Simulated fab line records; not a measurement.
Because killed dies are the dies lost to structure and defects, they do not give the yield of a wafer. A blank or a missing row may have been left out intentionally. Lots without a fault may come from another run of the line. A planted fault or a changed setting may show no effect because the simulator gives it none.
The tool behind it: which one? / flow gf180mcu / 39 wafers sampled from 13 lots at 1 step of a route of 602

## WHAT EACH GAUGE READ, for each wafer
GF_SAB_CD_MEAS_09: the cd target is 420 nm.
lot=L596; measured=day 15 04:24; on=cdSem-01; cdNm (nm)=417.7 418.2 419.0
lot=L598; measured=day 15 20:00; on=cdSem-01; cdNm (nm)=422.4 422.3 424.0
lot=L597; measured=day 16 01:06; on=cdSem-02; cdNm (nm)=416.4 415.2 416.5
lot=L599; measured=day 16 08:29; on=cdSem-01; cdNm (nm)=418.7 419.4 419.6
lot=L600; measured=day 16 18:26; on=cdSem-01; cdNm (nm)=420.6 419.4 421.1
lot=L601; measured=day 16 22:39; on=cdSem-02; cdNm (nm)=419.8 419.8 420.0
lot=L603; measured=day 17 18:41; on=cdSem-02; cdNm (nm)=419.5 418.0 419.0
lot=L604; measured=day 18 06:20; on=cdSem-02; cdNm (nm)=419.9 418.0 420.0
lot=L612; measured=day 21 04:00; on=cdSem-01; cdNm (nm)=418.0 418.3 419.0
lot=L613; measured=day 21 06:18; on=cdSem-01; cdNm (nm)=415.5 416.8 415.9
lot=L616; measured=day 22 12:27; on=cdSem-02; cdNm (nm)=424.7 427.4 422.7
lot=L617; measured=day 22 15:52; on=cdSem-01; cdNm (nm)=420.9 421.0 421.2
lot=L618; measured=day 22 23:30; on=cdSem-01; cdNm (nm)=416.1 417.8 414.1

## WHICH TOOL RAN EACH LOT (tool, then ch and the chambers of the sampled wafers, then the start)
No process step before these readings appears in the record.

## WHAT THE TOOLS THEMSELVES READ (means of the sampled wafers that have a number; where no wafer has one, the mark that the record gives instead)
The record holds no such reading with a usual standard deviation.

## THE ANSWER, worked out from the rows above alone
Rule: usual is defined by the lots themselves. The widest of any qualifying gaps counts: lots, ordered by their means at a reading, are off when they make up no more than a third of the lots, leave a main group of 4 or more, and stand apart from it by 3 or more times the standard deviation of that group's means. The tables above print the reading to a certain number of digits; a main group whose means all agree to those digits is not used. A lot without any number at a reading at which 4 lots or more have one is off too. Any other lot the step has rows for is counted as sound. First the gauges in route order, then the tools' own readings, where a lot's mean is used as printed above. The first step at which some lot is off is used, and at that step the reading that is off furthest; a lot without a number counts as furthest.
No lot is off on any of the readings shown, so nothing can be concluded from this.

## WHAT THE SIMULATOR HAD INSERTED
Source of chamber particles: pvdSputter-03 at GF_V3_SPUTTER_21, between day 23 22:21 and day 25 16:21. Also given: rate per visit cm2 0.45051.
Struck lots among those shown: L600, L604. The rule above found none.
